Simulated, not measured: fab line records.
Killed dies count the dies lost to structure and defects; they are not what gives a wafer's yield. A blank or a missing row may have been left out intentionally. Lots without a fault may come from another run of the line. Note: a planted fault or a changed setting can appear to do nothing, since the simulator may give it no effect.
Struck lot and sound lot, side by side    flow gf180mcu    14 out of 602 route steps
Sound: these wafers, L493.2, L493.4, L493.5. Struck: wafers L495.1, L495.2, L495.6. The cause is given at the end.
Per side, at each step with rows, come the tool, then ch with its chambers, and then its first start. Under that, the readings that differ: sound wafers    struck wafers    difference of the means    sigmas: that difference in standard deviations of wafers without a fault.
alike: a reading whose means differ by less than 2 such deviations, as well as words and numbers matching on both sides. not compared: withheld readings; readings where some wafer has no value; bounds like >300 that might hide an equal value; numbers whose values overlap and for which the record gives no deviation.
A row with sigmas, a row that says differs or no value, or rows on one side alone: a step with any of these is where the two part. Non-overlapping numbers with no deviation appear without sigmas and do not part them. A reading that every wafer of one side lacks parts them only if that side has two wafers or more.

first, 2 steps without rows for these wafers: GF_VT_IMPLANT_PEB_27; GF_VT_IMPLANT_DEVELOP_28 (develop time 60 s).
GF_VT_IMPLANT_OVL_MEAS_29:
  sound: overlay-01 at day 8 05:21; struck: overlay-02 at day 8 21:47
  alike: VT_IMPLANT_02_OVL
then, 1 step without rows for these wafers: GF_VT_IMPLANT_IMPLANT_30.
GF_VT_IMPLANT_STRIP_31: strips in O2/N2.
  sound on plasmaAsher-03 ch 0, day 8 05:32; struck on plasmaAsher-03 ch 0,1, day 8 21:59
  alike: drypumpMotorCurrentA, heaterPowerW, oesProductAu, stripTimeToEndpointS
  not compared: rfHoursCounterH
GF_VT_IMPLANT_TW_MEAS_32:
  sound: filmMetro-01 at day 8 05:38; struck: filmMetro-04 at day 8 22:05
  alike: VT_IMPLANT_3_TW
then, 6 steps without rows for these wafers: GF_VT_IMPLANT_DEHYDRATE_33 (time 60 s); GF_VT_IMPLANT_HMDS_34 (prime time 60 s); GF_VT_IMPLANT_COAT_35 (resist thk 1000 nm); GF_VT_IMPLANT_SOFTBAKE_36 (time 60 s); GF_VT_IMPLANT_EXPOSE_37 (exposes mask Nwell HV AREA, target cd 860 nm); GF_VT_IMPLANT_PEB_38.
GF_VT_IMPLANT_DEVELOP_39: develop time 60 s.
  sound on lithoTrack-01 ch 0, day 8 22:08; struck on lithoTrack-04, day 9 14:51
  no value came back on the struck wafers for chillPlateTempC (C), developTimeS (s), exhaustPa (Pa); on the sound wafers chillPlateTempC (C) reads 23.06 23.01 23.11
GF_VT_IMPLANT_OVL_MEAS_40:
  sound: overlay-02 at day 8 22:16; struck: overlay-01 at day 9 15:00
reading                 sound        struck  difference                     sigmas
VT_IMPLANT_03_OVL (nm)  2.2 2.4 3.1  - - -   no value on the struck wafers  

== WHERE THEY PART ==
Last at GF_VT_IMPLANT_OVL_MEAS_40 as far as this record goes, first at GF_VT_IMPLANT_DEVELOP_39.

WHY: what had been put in by the simulator
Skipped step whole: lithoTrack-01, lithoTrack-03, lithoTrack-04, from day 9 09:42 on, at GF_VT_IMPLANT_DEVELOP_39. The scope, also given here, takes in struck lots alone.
